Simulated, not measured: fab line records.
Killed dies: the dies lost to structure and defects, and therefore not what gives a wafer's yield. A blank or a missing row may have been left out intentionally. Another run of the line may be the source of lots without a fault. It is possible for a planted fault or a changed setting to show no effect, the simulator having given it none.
Chamber matching + flow gf180mcu + 4 sister chambers for GF_V1_CMP_26 on cmp-02
The step polishes, stops on SiO2, t overpolish 15 s, target thk 0 nm. 4 wafers are shown with their chamber, then 11 later ones without.

== EACH WAFER AND ITS CHAMBER ==
| wafer  | chamber | motor current A (A) |
|--------|---------|---------------------|
| L079.1 | 3       | 11.2                |
| L086.3 | 2       | 9.1                 |
| L086.5 | 0       | 11.1                |
| L091.1 | 1       | 12.1                |

== WAFERS WHOSE CHAMBER IS MISSING ==
| wafer  | motor current A (A) |
|--------|---------------------|
| L091.2 | 11.3                |
| L091.6 | 12.7                |
| L094.1 | 11.1                |
| L094.5 | 10.7                |
| L094.6 | 11.0                |
| L096.3 | 9.3                 |
| L096.4 | 10.7                |
| L096.6 | 11.1                |
| L097.2 | 10.9                |
| L097.3 | 9.2                 |
| L097.6 | 11.3                |

== EACH ONE'S CHAMBER ==
| wafer  | from the rows above     | in truth |
|--------|-------------------------|----------|
| L091.2 | can't be placed: 3 or 0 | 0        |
| L091.6 | 1                       | 1        |
| L094.1 | can't be placed: 0 or 3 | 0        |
| L094.5 | can't be placed: 0 or 3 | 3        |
| L094.6 | can't be placed: 0 or 3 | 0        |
| L096.3 | 2                       | 2        |
| L096.4 | can't be placed: 0 or 3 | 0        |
| L096.6 | can't be placed: 0 or 3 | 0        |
| L097.2 | can't be placed: 0 or 3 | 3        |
| L097.3 | 2                       | 2        |
| L097.6 | can't be placed: 3 or 0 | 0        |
Placed correctly: 3 of 11. These rows do not allow placing 8 (true chamber among the candidates in 8). Wrongly placed: 0.
How it was worked out, from the rows above alone: a wafer's distance from a chamber is the root of the sum, over the readings, of the square of ((its reading less the chamber's mean) divided by the reading's scatter). The wafer belongs to the nearest chamber; if the next one is less than 2 further off, it can't be placed. Each chamber's mean is taken over the wafers shown for it. The scatter: with one shown wafer a chamber, the root of the mean of the squares of how far each hidden wafer lies from its nearest shown one.
